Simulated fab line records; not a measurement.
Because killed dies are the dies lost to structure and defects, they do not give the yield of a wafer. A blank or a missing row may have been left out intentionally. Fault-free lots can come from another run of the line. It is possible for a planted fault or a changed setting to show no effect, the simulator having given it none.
Chamber matching / flow sky130 / SKY_VIA4_CMP_02 on cmp-01: 4 sister chambers
The step polishes SiO2. 4 wafers are shown with their chamber, then 12 later ones without.

## WAFERS, EACH WITH ITS CHAMBER
wafer=L090.5; chamber=2; motor current A (A)=13.5
wafer=L089.2; chamber=1; motor current A (A)=12.5
wafer=L089.5; chamber=0; motor current A (A)=11.3
wafer=L089.6; chamber=3; motor current A (A)=11.3

## WAFERS WITH NO CHAMBER GIVEN
wafer=L091.1; motor current A (A)=10.3
wafer=L091.3; motor current A (A)=13.1
wafer=L091.4; motor current A (A)=12.7
wafer=L095.1; motor current A (A)=11.1
wafer=L095.2; motor current A (A)=12.8
wafer=L095.4; motor current A (A)=11.2
wafer=L096.1; motor current A (A)=10.6
wafer=L096.2; motor current A (A)=13.2
wafer=L096.3; motor current A (A)=13.2
wafer=L097.1; motor current A (A)=11.3
wafer=L097.2; motor current A (A)=12.8
wafer=L097.5; motor current A (A)=11.1

## WHICH CHAMBER EACH ONE RAN IN
wafer=L091.1; from the rows above=can't be placed: 0 or 3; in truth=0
wafer=L091.3; from the rows above=can't be placed: 2 or 1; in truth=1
wafer=L091.4; from the rows above=can't be placed: 1 or 2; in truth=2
wafer=L095.1; from the rows above=can't be placed: 0 or 3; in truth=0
wafer=L095.2; from the rows above=can't be placed: 1 or 2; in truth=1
wafer=L095.4; from the rows above=can't be placed: 0 or 3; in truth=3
wafer=L096.1; from the rows above=can't be placed: 0 or 3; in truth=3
wafer=L096.2; from the rows above=can't be placed: 2 or 1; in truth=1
wafer=L096.3; from the rows above=can't be placed: 2 or 1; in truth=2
wafer=L097.1; from the rows above=can't be placed: 0 or 3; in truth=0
wafer=L097.2; from the rows above=can't be placed: 1 or 2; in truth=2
wafer=L097.5; from the rows above=can't be placed: 0 or 3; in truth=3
Correct placement for 0 of the 12. Not placeable from these rows: 12 (in 12, the candidates include the true chamber). Number placed wrongly: 0.
How it was worked out, from the rows above alone: a wafer's distance from a chamber is the root of the sum, over the readings, of the square of ((its reading less the chamber's mean) divided by the reading's scatter). If the next closest chamber is less than 2 further off than the closest, the wafer can't be placed; otherwise it belongs to the closest. For every chamber, the mean is computed from those of its wafers that are shown. The scatter: with one shown wafer a chamber, the root of the mean of the squares of how far each hidden wafer lies from its nearest shown one.
